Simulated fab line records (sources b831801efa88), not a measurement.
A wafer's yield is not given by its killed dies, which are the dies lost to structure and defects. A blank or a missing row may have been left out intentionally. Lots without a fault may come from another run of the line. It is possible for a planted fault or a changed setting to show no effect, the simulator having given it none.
Which tool was responsible? | flow sky130 | 12 lots with 36 wafers sampled at 2 steps, on a route of 708 steps

## WHAT THE GAUGES READ, wafer by wafer
SKY_CAP2M_OVL_MEAS_12.
lot  | measured     | on         | CAP2M_OVL (nm)
L075 | day 40 22:07 | overlay-02 | -2.1 -1.8 -0.5
L078 | day 41 12:04 | overlay-02 | 0.2 0.3 0.4
L079 | day 42 01:05 | overlay-02 | -0.9 0.6 -1.7
L081 | day 42 18:03 | overlay-02 | -0.8 -0.4 -1.3
L082 | day 43 06:37 | overlay-01 | -1.4 0.4 -1.7
L084 | day 43 20:10 | overlay-02 | -0.6 0.2 0.4
L087 | day 44 07:57 | overlay-02 | -0.7 0.6 -1.7
L089 | day 45 02:14 | overlay-01 | -0.2 -2.5 -0.8
L091 | day 45 07:56 | overlay-01 | -2.6 -2.5 0.0
L093 | day 46 01:49 | overlay-02 | -1.1 1.2 1.1
L095 | day 46 09:58 | overlay-01 | 2.4 0.4 0.5
L097 | day 46 15:18 | overlay-02 | -1.7 -2.0 -2.4

## EACH LOT AND THE TOOL THAT RAN IT (in order: tool; ch and the chambers of the sampled wafers; start)
lot  | SKY_CAPM_SPUTTER_02
L075 | pvd-sputter-03, day 36 13:02
L078 | pvd-sputter-02, day 37 05:20
L079 | pvd-sputter-03, day 37 17:45
L081 | pvd-sputter-04, day 38 12:56
L082 | pvd-sputter-03, day 39 03:02
L084 | pvd-sputter-02, day 39 17:59
L087 | pvd-sputter-04, day 40 08:14
L089 | pvd-sputter-04, day 41 01:47
L091 | pvd-sputter-03, day 41 08:59
L093 | pvd-sputter-02, day 42 06:20
L095 | pvd-sputter-02, day 42 13:39
L097 | pvd-sputter-02, day 42 20:58
- SKY_CAPM_SPUTTER_02: material TiN, target thk 200 nm, time 166.7 s.

## THE ANSWER, worked out from the rows above alone
Rule: the lots themselves supply what counts as usual. Put in order of their means at a reading, lots are off if they are a third of the lots or fewer, leave a main group of 4 or more, and stand apart from it by a gap of 3 or more times the standard deviation of the main group's means; of several such gaps the widest counts. A main group is skipped when, at the precision printed for the reading in the tables above, its means are all equal. Also off: a lot with no number at a reading for which 4 or more lots have one. Any other lot the step has rows for is counted as sound.
None of the lots is off at any reading shown; this tells nothing.

## WHAT THE SIMULATOR HAD INSERTED
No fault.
